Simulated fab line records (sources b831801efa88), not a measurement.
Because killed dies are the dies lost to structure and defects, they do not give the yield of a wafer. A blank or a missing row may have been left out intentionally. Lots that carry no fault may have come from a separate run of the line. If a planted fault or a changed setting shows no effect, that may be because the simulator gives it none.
fab line records	flow sky130
record: lots: 6	wafers: 18	last_day: 50
route steps=708 shown SONOS_TUNNEL@166 SONOS_ONO@168 PAD_OPEN@708
lots untouched by any fault: they come from a run of this same line in which no faults occurred
start_h: hours from the record's opening day to when the first of the lot's shown wafers began	wait_h: how many hours have passed since the lot's step before this one	" as in the row above	L1.1+2: several wafers, shown together as one row	- no value present, or no start provided	* or withheld: withheld	< > ~ a bound
route shown NAME@n: names a module that has steps shown in the file, with the first one's number in the route	usual: mean/standard deviation of fault-free wafers	same: alike in all rows	chamber/n: place in a boat	sites: each site's reading	_std_site: standard deviation of those values	_edge_site: outer sites' mean less inner sites'	radius_mm: for every site, how far away it sits from the centre of the wafer	mask NAME#n: copy n	behind: the most recent tool/chamber to have shaped the wafer	hold: the reason the lot was held/the length of the hold in hours/how it ended	device: names the non-switching transistor (n, p or np)	end of line: tests of these same wafers at the route's end	a step given without rows: its recipe and nothing more	killed: dies lost to structure and defects at the first sort, not the wafer's yield	map: dies across one wafer; x = killed, . = not, _ = none there
set.NAME: the run value of the setting; set.NAME@STEP: its run value at that earlier step	model.NAME: the simulator's own value behind a step, which no gauge read
lots seen at some steps along the route; tables by step, rows by wafer
services: the hour from which a tool's chamber was out of use, counted from the record's first day as start_h (under 0 if before that day), plus the number of hours and why
== steps ==
step: SKY_SONOS_TUNNEL_TW_MEAS_12
usual: SONOS_TUNNEL_TW: 197.4/1.4
lot.wafer	tool	chamber	start_h	wait_h	SONOS_TUNNEL_TW
L659.1	film_metro-04	-	277.09	0.0	197.0
L659.4	"	-	"	"	196.5
L659.5	"	-	"	"	197.8
L664.1	film_metro-04	-	310.82	0.0	197.5
L664.2	"	-	"	"	198.5
L664.3	"	-	"	"	198.3
L665.4	film_metro-03	-	320.20	0.0	196.4
L665.5	"	-	"	"	197.1
L665.6	"	-	"	"	195.2
L674.3	film_metro-01	-	393.85	0.0	198.2
L674.4	"	-	"	"	197.0
L674.5	"	-	"	"	197.1
L676.2	film_metro-01	-	406.14	0.0	197.6
L676.4	"	-	"	"	198.1
L676.5	"	-	"	"	197.3
L677.1	film_metro-04	-	412.53	0.0	198.2
L677.2	"	-	"	"	198.3
L677.6	"	-	"	"	197.9
step: SKY_SONOS_TUNNEL_CLEAN_13
recipe: chemistry: dHF	time_s: 20	dilution: 100:1	dry: ipa_marangoni
step: SKY_SONOS_ONO_OXIDATION_00
recipe: temp_c: 800	ambient: O2	idle_temp_c: 700	ramp_up_c_per_min: 10	ramp_down_c_per_min: 3	stabilise_s: 600	purge_s: 300	target_thk_a: 26	ox_time_s: 1249
step: SKY_SONOS_ONO_THK_MEAS_01
recipe: reads: SiO2_of_SONOS_ONO_OXIDATION_00
usual: SONOS_ONO_OXIDATION_THK: 2.59/0.05
lot.wafer	tool	chamber	start_h	wait_h	SONOS_ONO_OXIDATION_THK[nm]
L659.1	film_metro-04	-	283.35	0.0	2.70
L659.4	"	-	"	"	2.67
L659.5	"	-	"	"	2.65
L664.1	film_metro-04	-	314.48	0.0	2.59
L664.2	"	-	"	"	2.54
L664.3	"	-	"	"	2.66
L665.4	film_metro-02	-	323.88	0.0	2.59
L665.5	"	-	"	"	2.59
L665.6	"	-	"	"	2.61
L674.3	film_metro-01	-	395.84	0.0	2.56
L674.4	"	-	"	"	2.55
L674.5	"	-	"	"	2.56
L676.2	film_metro-02	-	409.61	0.0	2.58
L676.4	"	-	"	"	2.64
L676.5	"	-	"	"	2.71
L677.1	film_metro-04	-	414.88	0.0	2.61
L677.2	"	-	"	"	2.58
L677.6	"	-	"	"	2.63
step: SKY_SONOS_ONO_CVD_02
recipe: material: Si3N4	precursor: DCS/NH3	target_thk_nm: 10.5	temp_c: 770	time_s: 180	pressure_mtorr: 250
step: SKY_SONOS_ONO_THK_MEAS_03
recipe: reads: Si3N4_of_SONOS_ONO_CVD_02
usual: SONOS_ONO_CVD_02_THK: 10.53/0.15
lot.wafer	tool	chamber	start_h	wait_h	SONOS_ONO_CVD_02_THK[nm]
L659.1	film_metro-02	-	284.98	0.0	10.55
L659.4	"	-	"	"	10.40
L659.5	"	-	"	"	10.51
L664.1	film_metro-02	-	315.59	0.0	10.64
L664.2	"	-	"	"	10.56
L664.3	"	-	"	"	10.67
L665.4	film_metro-01	-	326.22	0.0	10.27
L665.5	"	-	"	"	10.33
L665.6	"	-	"	"	10.29
L674.3	film_metro-01	-	396.95	0.0	10.42
L674.4	"	-	"	"	10.55
L674.5	"	-	"	"	10.59
L676.2	film_metro-04	-	415.63	0.0	10.78
L676.4	"	-	"	"	10.68
L676.5	"	-	"	"	10.73
L677.1	film_metro-02	-	418.46	0.0	10.53
L677.2	"	-	"	"	10.58
L677.6	"	-	"	"	10.64
step: SKY_SONOS_ONO_CVD_04
recipe: material: SiO2	precursor: SiH4/N2O	target_thk_nm: 5.7199	temp_c: 900	pressure_mtorr: 380
step: SKY_SONOS_ONO_THK_MEAS_05
recipe: reads: SiO2_of_SONOS_ONO_CVD_04
usual: SONOS_ONO_CVD_04_THK: 5.58/0.11
lot.wafer	tool	chamber	start_h	wait_h	SONOS_ONO_CVD_04_THK[nm]
L659.1	film_metro-02	-	288.39	0.0	5.26
L659.4	"	-	"	"	5.38
L659.5	"	-	"	"	5.36
L664.1	film_metro-01	-	317.52	0.0	5.49
L664.2	"	-	"	"	5.43
L664.3	"	-	"	"	5.45
L665.4	film_metro-02	-	327.54	0.0	5.63
L665.5	"	-	"	"	5.59
L665.6	"	-	"	"	5.60
L674.3	film_metro-01	-	398.26	0.0	5.68
L674.4	"	-	"	"	5.63
L674.5	"	-	"	"	5.69
L676.2	film_metro-02	-	416.94	0.0	5.73
L676.4	"	-	"	"	5.54
L676.5	"	-	"	"	5.51
L677.1	film_metro-02	-	419.77	0.0	5.67
L677.2	"	-	"	"	5.71
L677.6	"	-	"	"	5.66
step: SKY_SONOS_ONO_DEHYDRATE_06
recipe: temp_c: 200	time_s: 60
step: SKY_SONOS_ONO_HMDS_07
recipe: prime_time_s: 60	prime_temp_c: 120
step: SKY_SONOS_ONO_COAT_08
recipe: resist: NOVOLAK	spin_rpm: 3000	resist_thk_nm: 1140
step: SKY_SONOS_ONO_SOFTBAKE_09
recipe: temp_c: 90	time_s: 60	resist: NOVOLAK
step: SKY_SONOS_ONO_EXPOSE_10
recipe: mask_id: ONOM	target_cd_nm: 410	na: 0.6	source_shape: conventional	sigma_outer: 0.6	dose_mj: 150
lot.wafer	tool	chamber	start_h	wait_h	mask
L659.1+4+5	iline_stepper-02	0	300.50	-	ONOM#0
L664.1+2+3	iline_stepper-02	0	330.26	-	ONOM#0
L665.4+5+6	iline_stepper-02	0	340.36	-	ONOM#0
L674.3+4+5	iline_stepper-02	0	413.35	-	ONOM#0
L676.2+4+5	iline_stepper-02	0	431.49	-	ONOM#0
L677.1+2+6	iline_stepper-02	0	434.85	-	ONOM#0
step: SKY_SONOS_ONO_PEB_11
recipe: temp_c: withheld	time_s: *	resist: NOVOLAK
step: SKY_SONOS_ONO_DEVELOP_12
recipe: develop_time_s: 60	dev_temp_c: 23
step: SKY_SONOS_ONO_CD_MEAS_13
recipe: target_cd_nm: 410
usual: cd_nm: 410.1/2.6
lot.wafer	tool	chamber	start_h	wait_h	cd_nm
L659.1	cd_sem-01	-	312.46	0.1	412.3
L659.4	"	-	"	"	410.1
L659.5	"	-	"	"	413.2
L664.1	cd_sem-02	-	343.79	0.1	399.4
L664.2	"	-	"	"	383.7
L664.3	"	-	"	"	379.6
L665.4	cd_sem-01	-	354.51	0.1	377.7
L665.5	"	-	"	"	392.8
L665.6	"	-	"	"	381.3
L674.3	cd_sem-02	-	427.53	0.1	412.3
L674.4	"	-	"	"	411.8
L674.5	"	-	"	"	412.5
L676.2	cd_sem-02	-	445.92	0.1	410.9
L676.4	"	-	"	"	414.5
L676.5	"	-	"	"	411.3
L677.1	cd_sem-01	-	449.34	0.1	415.0
L677.2	"	-	"	"	413.0
L677.6	"	-	"	"	413.1
step: SKY_SONOS_ONO_OVL_MEAS_14
usual: SONOS_ONO_OVL: -0.6/1.6
lot.wafer	tool	chamber	start_h	wait_h	SONOS_ONO_OVL[nm]
L659.1	overlay-02	-	312.58	0.1	-2.4
L659.4	"	-	"	"	-1.4
L659.5	"	-	"	"	-2.6
L664.1	overlay-02	-	343.91	0.1	-2.0
L664.2	"	-	"	"	-0.9
L664.3	"	-	"	"	-0.6
L665.4	overlay-02	-	354.59	0.1	-2.6
L665.5	"	-	"	"	-0.1
L665.6	"	-	"	"	-0.7
L674.3	overlay-02	-	427.62	0.1	-0.7
L674.4	"	-	"	"	-2.4
L674.5	"	-	"	"	-3.7
L676.2	overlay-02	-	446.03	0.1	2.4
L676.4	"	-	"	"	1.5
L676.5	"	-	"	"	1.2
L677.1	overlay-02	-	449.46	0.1	-0.5
L677.2	"	-	"	"	0.3
L677.6	"	-	"	"	-0.1
step: SKY_SONOS_ONO_ETCH_15
recipe: target_depth_nm: 19.52	chemistry: CHF3/O2	source_w: 600	bias_w: 200	pressure_mtorr: 40	chf3_flow_sccm: 50	O2_flow_sccm: 5	time_s: 7.8
usual: drypump_motor_current_A: 5.8/0.53	oes_product_au: 1.000/0.01	throttle_valve_pct: 8.825/0.0096
lot.wafer	tool	chamber	start_h	wait_h	drypump_motor_current_A	oes_product_au	rf_hours_counter_h	throttle_valve_pct	model.SONOS_ONO.cd_nm
L659.1	rie_diel-04	0	312.62	0.0	6.5	1.018	48	8.837	412.1
L659.4	"	3	"	"	6.3	1.014	2	8.832	410.3
L659.5	"	0	"	"	6.5	1.022	-	8.826	413
L664.1	rie_diel-04	0	343.94	0.0	6.5	1.024	48	8.827	399.3
L664.2	"	3	"	"	6.2	1.006	2	8.839	383.7
L664.3	"	2	"	"	5.2	1.006	0	8.820	379.6
L665.4	rie_diel-02	3	354.61	0.0	5.3	0.996	6	8.837	377.3
L665.5	"	2	"	"	5.7	0.981	-	8.808	392.4
L665.6	"	1	"	"	6.6	0.994	-	8.825	381.9
L674.3	rie_diel-03	0	427.64	0.0	4.9	0.997	2	8.813	412.4
L674.4	"	2	"	"	6.4	0.997	-	8.809	411.9
L674.5	"	0	"	"	4.9	0.997	-	8.828	412.5
L676.2	rie_diel-03	1	446.06	0.0	5.9	0.989	0	8.819	410.8
L676.4	"	3	"	"	5.6	1.001	25	8.827	414.5
L676.5	"	1	"	"	5.9	0.988	-	8.819	411.4
L677.1	rie_diel-02	2	449.49	0.0	5.7	0.993	78	8.828	415.2
L677.2	"	1	"	"	6.6	0.996	75	8.826	413.4
L677.6	"	3	"	"	5.3	1.005	-	8.833	413.3
step: SKY_SONOS_ONO_WET_ETCH_16
recipe: chemistry: dHF	target_depth_nm: 14	dry: n2_spin	target: SiO2	dilution: 100:1	temp_c: 25	time_s: 280
step: SKY_PAD_OPEN_PROBE_99
usual: killed_at_M0_to_M3: 43/6.8	killed_at_M4_up: 3.1/1.6	killed_at_contacts: 24/5.4	killed_at_front_end: 16/4.4	killed_at_other: 0.2/0.48	killed_dies: 87/8.8	killed_open: 48/6.4	killed_short: 39/6.2
same: gross_dies: 492	killed_at_back_side: 0
lot.wafer	tool	chamber	start_h	wait_h	killed_at_M0_to_M3	killed_at_M4_up	killed_at_contacts	killed_at_front_end	killed_at_other	killed_dies	killed_open	killed_short
L664.2	prober-01	-	1124.93	0.1	37	3	36	20	0	96	51	45
killed by level:class
L664.2 VIA1:geometric_particle:open=15 CONTACT:geometric_particle:open=10 CONTACT:geometric_particle:short=9 LOCAL_INTERCONNECT:geometric_particle:short=7 VIA2:geometric_particle:open=7 FIELD_ISO:geometric_particle:short=6 POLY_GATE:geometric_particle:short=5 LI_CONTACT:geometric_particle:open=5
== services ==
tool	chamber	start_h	hours	kind
rie_diel-04	2	288.62	-	clean
rie_diel-04	2	288.62	22.1	scheduled_down
rie_diel-04	2	288.62	22.1	vent_cycle
rie_diel-03	2	301.33	5.1	repair
rie_diel-04	3	315.81	27.6	repair
rie_diel-04	-	345.68	2.8	pm
rie_diel-02	3	362.50	19.1	repair
rie_diel-02	0	389.58	13.8	repair
rie_diel-02	1	392.86	4.8	repair
rie_diel-02	2	397.48	2.0	repair
rie_diel-03	1	415.22	-	clean
rie_diel-03	1	415.22	24.2	scheduled_down
rie_diel-03	1	415.22	24.2	vent_cycle
rie_diel-03	0	415.24	5.8	repair
rie_diel-03	-	416.67	0.2	repair
rie_diel-03	2	433.72	9.7	repair
rie_diel-03	-	443.73	1.2	repair
iline_stepper-02	-	445.84	1.7	pm
== key ==
first_sign: step: SKY_SONOS_ONO_CD_MEAS_13	reading: cd_nm	direction: down	sigmas: 9.4	usual: 410.1	struck: 385.8
effect none on later readings
model_effect: step: SKY_SONOS_ONO_ETCH_15	value: SONOS_ONO.cd_nm	without: 407.9	struck: 385.7
met_at SKY_SONOS_ONO_EXPOSE_10
struck_wafers L664.1,L664.2,L664.3,L665.4,L665.5,L665.6
tester_left_out L664,L665
onset_between 300.50 330.26
fault: kind: process_parameter_drift	tool: iline_stepper-02	chamber: -	onset_h: 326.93	steps: SKY_SONOS_ONO_EXPOSE_10	channel: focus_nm	offset: 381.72	spread_by_wafer: 0.3	shape: step	end_h: 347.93
tester_left_out: of these lots the tester's yield and bins aren't shown, on N5 and GAA mostly nor the transistor test; their killed dies are dies lost to structure and defects alone, not to doping, threshold or leakage, so they don't give the yield
